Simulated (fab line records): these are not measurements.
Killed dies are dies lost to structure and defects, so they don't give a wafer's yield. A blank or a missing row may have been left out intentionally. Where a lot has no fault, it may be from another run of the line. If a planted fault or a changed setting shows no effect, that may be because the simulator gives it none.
fab line records | flow gf180mcu
[record] lots = 14 wafers = 42 last-day = 34
route steps=602 shown V4@494 MIM@506
lots that met no fault: from a run of the same line without faults
start-h: start of the lot's first displayed wafer, in hours after the record's first day | wait-h: time in hours since the lot's previous step | " as in the row above | L1.1+2: one row covering several wafers at once | - no value, or no start was given | * or withheld: withheld | < > ~ a bound
route shown NAME@n: NAME is a module with steps in the file, n the number in the route of the first one | usual: mean/standard deviation of fault-free wafers | same: alike in all rows | chamber/n: place in a boat | sites: readings site by site | _std_site: the standard deviation of these | _edge_site: outer sites' mean less inner sites' | radius-mm: for every site, how far away it sits from the centre of the wafer | mask NAME#n: copy n | behind: the tool/chamber that last shaped the wafer | hold: what put the lot on hold/how long, in hours/how the hold closed | device: whichever transistor did not switch (one of n, p or np) | end of line: the tests these same wafers got at the end of their route | a step without rows: its recipe alone | killed: dies that structure and defects cost at the first sort, which is not the same as the wafer's yield | map: shows each die of a wafer: x if killed, . if not, _ if none is there
set.NAME: setting as actually run; set.NAME@STEP: the setting as run at that earlier step | model.NAME: the simulator's own value behind a step, which no gauge read
route steps across a sampled set of lots; one table per step, one row per wafer
services: the hour from which a tool's chamber was out of use, counted from the record's first day as start-h (under 0 if before that day), plus the number of hours and why
[[steps]]
[step GF_V4_STRIP_18]
[recipe] chemistry = O2/N2 power-w = 1400 pressure-mtorr = 1500 platen-temp-c = 250 o2-flow-sccm = 3000 n2-flow-sccm = 300 overash-fraction = 0.5
[usual] drypump-motor-current-A = 5.9/0.4 heater-power-w = 359/38 oes-product-au = 0.592/0.0049 platen-temp-c = 250.02/0.18
// columns lot.wafer tool chamber start-h wait-h drypump-motor-current-A heater-power-w oes-product-au platen-temp-c rf-hours-counter-h
L867.1 plasma-asher-01 0 560.16 - 6.6 338 0.584 250.18 48
L867.4 " 0 " " 6.6 329 0.592 249.96 -
L867.6 " 0 " " 6.6 336 0.597 249.76 -
L869.1 plasma-asher-01 1 580.45 - 6.2 346 0.590 249.99 50
L869.4 " 1 " " 6.2 348 0.593 250.22 -
L869.6 " 0 " " 6.6 332 0.583 250.04 -
L876.1 plasma-asher-03 0 631.15 - 5.5 312 0.594 250.06 92
L876.4 " 1 " " 5.5 320 0.596 250.14 -
L876.6 " 0 " " 5.5 309 0.590 249.98 -
L877.1 plasma-asher-03 1 646.72 - 5.5 312 0.596 250.10 93
L877.2 " 0 " " 5.5 309 0.592 250.27 93
L877.6 " 0 " " 5.5 314 0.587 250.06 -
L881.2 plasma-asher-03 1 672.70 - 5.5 322 0.597 249.93 97
L881.4 " 1 " " 5.5 325 0.590 249.95 -
L881.5 " 1 " " 5.5 327 0.596 250.09 -
L882.3 plasma-asher-02 1 689.05 - 5.8 415 0.594 249.78 -
L882.4 " 0 " " 5.5 398 0.592 249.85 -
L882.6 " 0 " " 5.6 394 0.596 249.88 -
L883.3 plasma-asher-01 1 689.64 - 6.2 332 0.591 250.16 -
L883.5 " 1 " " 6.2 339 0.582 250.28 -
L883.6 " 0 " " 6.6 331 0.590 250.19 -
L884.2 plasma-asher-01 0 692.02 - 6.6 337 0.592 250.42 60
L884.4 " 1 " " 6.2 345 0.590 249.86 -
L884.5 " 1 " " 6.2 342 0.600 249.99 -
L885.1 plasma-asher-02 0 704.11 - 5.6 395 0.595 250.35 104
L885.2 " 1 " " 5.8 407 0.588 250.11 104
L885.3 " 0 " " 5.6 393 0.579 250.01 -
L887.1 plasma-asher-01 0 711.20 - 6.6 337 0.589 250.02 62
L887.2 " 1 " " 6.2 341 0.588 249.94 62
L887.3 " 1 " " 6.2 333 0.588 249.91 -
L886.1 plasma-asher-01 0 711.87 - 6.6 332 0.584 250.04 62
L886.2 " 1 " " 6.2 343 0.587 250.10 62
L886.6 " 1 " " 6.2 338 0.599 250.01 -
L888.1 plasma-asher-02 0 714.05 - 5.6 380 0.590 249.89 106
L888.4 " 0 " " 5.6 396 0.590 250.05 -
L888.6 " 0 " " 5.6 384 0.592 249.73 -
L889.1 plasma-asher-03 0 725.52 - 5.5 312 0.593 250.22 102
L889.2 " 1 " " 5.5 321 0.588 249.98 102
L889.3 " 0 " " 5.5 316 0.590 250.10 -
L890.1 plasma-asher-02 0 728.95 - 5.6 391 0.601 249.94 107
L890.3 " 1 " " 5.8 421 0.591 249.87 -
L890.4 " 0 " " 5.6 404 0.586 249.73 -
[step GF_V4_THK_MEAS_25]
[recipe] thk-meas-gauge = xrf reads = W_of_V4_CVD_23
[usual] V4_W_THK = 336/3.7
// columns lot.wafer tool chamber start-h wait-h V4_W_THK[nm]
L867.1 film-metro-01 - 561.05 0.1 340
L867.4 " - " " 331
L867.6 " - " " 336
L869.1 film-metro-01 - 581.32 0.1 333
L869.4 " - " " 336
L869.6 " - " " 334
L876.1 film-metro-01 - 632.02 0.1 337
L876.4 " - " " 338
L876.6 " - " " 339
L877.1 film-metro-04 - 647.58 0.1 345
L877.2 " - " " 335
L877.6 " - " " 337
L881.2 film-metro-04 - 673.62 0.1 339
L881.4 " - " " 335
L881.5 " - " " 336
L882.3 film-metro-03 - 689.95 0.1 341
L882.4 " - " " 332
L882.6 " - " " 339
L883.3 film-metro-01 - 690.50 0.1 345
L883.5 " - " " 343
L883.6 " - " " 340
L884.2 film-metro-03 - 692.89 0.1 337
L884.4 " - " " 333
L884.5 " - " " 333
L885.1 film-metro-01 - 704.97 0.1 338
L885.2 " - " " 338
L885.3 " - " " 337
L887.1 film-metro-04 - 712.07 0.1 337
L887.2 " - " " 337
L887.3 " - " " 336
L886.1 film-metro-03 - 712.73 0.1 331
L886.2 " - " " 330
L886.6 " - " " 329
L888.1 film-metro-03 - 714.92 0.1 332
L888.4 " - " " 330
L888.6 " - " " 330
L889.1 film-metro-01 - 726.41 0.1 331
L889.2 " - " " 336
L889.3 " - " " 329
L890.1 film-metro-01 - 729.82 0.1 334
L890.3 " - " " 339
L890.4 " - " " 337
[step GF_MIM_SPUTTER_03]
[recipe] material = Ti target-thk-nm = 10 substrate-temp-c = 300 chamber-pressure-pa = 0.3 power-w = 3000 time-s = 6.7
[usual] throttle-valve-pct = 30.1/0.5
// columns lot.wafer tool chamber start-h wait-h throttle-valve-pct
L867.1 pvd-sputter-04 - 561.57 0.0 29.7
L867.4 " - " " 30.7
L867.6 " - " " 29.7
L869.1 pvd-sputter-03 - 581.84 0.0 29.4
L869.4 " - " " 30.2
L869.6 " - " " 30.1
L876.1 pvd-sputter-03 - 632.54 0.0 29.8
L876.4 " - " " 29.4
L876.6 " - " " 29.9
L877.1 pvd-sputter-04 - 648.10 0.0 29.6
L877.2 " - " " 30.5
L877.6 " - " " 30.0
L881.2 pvd-sputter-03 - 674.13 0.0 30.3
L881.4 " - " " 29.4
L881.5 " - " " 30.0
L882.3 pvd-sputter-03 - 690.45 0.0 29.3
L882.4 " - " " 30.8
L882.6 " - " " 30.8
L883.3 pvd-sputter-03 - 691.00 0.0 30.0
L883.5 " - " " 30.8
L883.6 " - " " 29.5
L884.2 pvd-sputter-03 - 693.40 0.0 30.0
L884.4 " - " " 30.2
L884.5 " - " " 30.8
L885.1 pvd-sputter-04 - 705.49 0.0 30.5
L885.2 " - " " 30.0
L885.3 " - " " 30.0
L887.1 pvd-sputter-03 - 712.59 0.0 29.8
L887.2 " - " " 30.5
L887.3 " - " " 30.0
L886.1 pvd-sputter-03 - 713.25 0.0 29.4
L886.2 " - " " 30.0
L886.6 " - " " 29.8
L888.1 pvd-sputter-04 - 715.44 0.0 30.3
L888.4 " - " " 30.4
L888.6 " - " " 30.7
L889.1 pvd-sputter-01 - 726.93 0.0 30.5
L889.2 " - " " 30.1
L889.3 " - " " 32.0
L890.1 pvd-sputter-03 - 730.34 0.0 30.1
L890.3 " - " " 29.5
L890.4 " - " " 30.4
[step GF_MIM_EXPOSE_16]
[recipe] mask-id = FuseTop target-cd-nm = 2000 na = 0.6 source-shape = conventional sigma-outer = 0.6 dose-mj = 140
[usual] exposure-dose-mJ-cm2 = 139.99/0.14 focus-offset-nm = 0.0/0.57 reticle-temp-C = 22.99/0.1
// columns lot.wafer tool chamber start-h wait-h mask exposure-dose-mJ-cm2 focus-offset-nm reticle-temp-C
L867.1 iline-stepper-02 0 572.92 - FuseTop#0 139.74 0.1 23.05
L867.4 " 0 " " FuseTop#0 139.88 -0.6 23.01
L867.6 " 0 " " FuseTop#0 140.02 0.4 22.94
L869.1 iline-stepper-02 0 592.67 - FuseTop#0 139.92 -0.8 23.18
L869.4 " 0 " " FuseTop#0 139.94 -0.1 23.09
L869.6 " 0 " " FuseTop#0 139.81 -0.2 22.83
L876.1 iline-stepper-02 - 643.59 - FuseTop#0 - - -
L876.4 " - " " FuseTop#0 - - -
L876.6 " - " " FuseTop#0 - - -
L877.1 iline-stepper-01 - 657.24 - FuseTop#0 - - -
L877.2 " - " " FuseTop#0 - - -
L877.6 " - " " FuseTop#0 - - -
L881.2 iline-stepper-02 0 684.57 - FuseTop#0 140.12 0.3 23.05
L881.4 " 0 " " FuseTop#0 140.11 0.1 23.03
L881.5 " 0 " " FuseTop#0 140.15 0.5 22.81
L882.3 iline-stepper-01 0 699.83 - FuseTop#0 139.95 0.1 23.17
L882.4 " 0 " " FuseTop#0 139.99 -0.7 23.05
L882.6 " 0 " " FuseTop#0 139.91 0.0 23.04
L883.3 iline-stepper-01 0 700.21 - FuseTop#0 140.03 1.2 22.89
L883.5 " 0 " " FuseTop#0 139.89 -0.1 22.99
L883.6 " 0 " " FuseTop#0 139.67 0.3 23.02
L884.2 iline-stepper-02 0 703.26 - FuseTop#0 140.12 0.6 23.00
L884.4 " 0 " " FuseTop#0 139.95 0.0 23.09
L884.5 " 0 " " FuseTop#0 140.09 0.3 23.04
L885.1 iline-stepper-01 0 714.44 - FuseTop#0 140.05 -0.3 22.96
L885.2 " 0 " " FuseTop#0 139.60 -0.1 23.14
L885.3 " 0 " " FuseTop#0 139.93 -0.2 23.03
L887.1 iline-stepper-01 0 721.97 - FuseTop#0 140.02 -0.5 22.83
L887.2 " 0 " " FuseTop#0 140.16 0.4 22.86
L887.3 " 0 " " FuseTop#0 139.99 0.6 22.98
L886.1 iline-stepper-02 0 722.69 - FuseTop#0 140.06 -1.1 22.92
L886.2 " 0 " " FuseTop#0 140.11 -0.4 23.02
L886.6 " 0 " " FuseTop#0 140.34 0.0 23.01
L888.1 iline-stepper-01 0 725.39 - FuseTop#0 140.06 -0.2 22.95
L888.4 " 0 " " FuseTop#0 140.02 -0.4 23.03
L888.6 " 0 " " FuseTop#0 140.01 -0.2 22.94
L889.1 iline-stepper-02 0 735.04 - FuseTop#0 139.88 0.3 23.10
L889.2 " 0 " " FuseTop#0 139.99 0.2 22.93
L889.3 " 0 " " FuseTop#0 139.85 0.6 23.00
L890.1 iline-stepper-02 0 738.97 - FuseTop#0 140.06 -0.1 22.84
L890.3 " 0 " " FuseTop#0 139.90 -0.6 22.90
L890.4 " 0 " " FuseTop#0 140.16 0.2 22.82
[[services]]
// columns tool chamber start-h hours kind
pvd-sputter-01 - 536.18 1.1 repair
pvd-sputter-01 - 543.70 4.9 repair
iline-stepper-02 - 561.87 1.7 pm
plasma-asher-02 - 569.62 0.6 repair
plasma-asher-01 - 576.22 1.0 repair
pvd-sputter-01 - 581.14 27.6 repair
plasma-asher-02 - 599.28 10.0 pm
plasma-asher-01 - 601.26 0.9 repair
plasma-asher-02 - 624.53 14.2 pm
iline-stepper-01 - 641.31 14.7 repair
plasma-asher-01 - 643.54 19.6 repair
pvd-sputter-01 - 644.27 8.1 repair
iline-stepper-02 - 652.84 25.2 repair
plasma-asher-01 - 653.60 12.7 repair
pvd-sputter-04 - 678.48 3.4 repair
pvd-sputter-03 - 696.67 5.0 repair
iline-stepper-01 - 719.59 1.7 pm
plasma-asher-02 - 727.16 1.0 repair
pvd-sputter-01 - 728.86 14.8 repair
plasma-asher-02 - 733.75 9.0 pm
plasma-asher-02 0 733.75 9.0 vent-cycle
plasma-asher-02 1 733.75 9.0 vent-cycle
[[key]]
[first-sign] step = GF_MIM_EXPOSE_16 reading = tool-record direction = missing
effect none on later readings
met-at GF_MIM_EXPOSE_16
struck-lots L876,L877
later-rows-left-out L876.1,L876.4,L876.6,L877.1,L877.2,L877.6
sort-left-out L876.1,L876.4,L876.6,L877.1,L877.2,L877.6
not-acting-at GF_V4_STRIP_18,GF_V4_THK_MEAS_25,GF_MIM_SPUTTER_03
onset-between 592.67 643.59
[fault] kind = skipped-step-whole tool = iline-stepper-01,iline-stepper-02 chamber = - onset-h = 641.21 steps = GF_MIM_EXPOSE_16 scope = struck-lots-only
// sort-left-out: the simulated sort isn't trusted on such a fault, so these wafers' sort isn't shown, and their yield isn't known
// later-rows-left-out: the simulator's readings of these wafers behind a module that went badly wrong aren't trusted and aren't shown, but for the sort
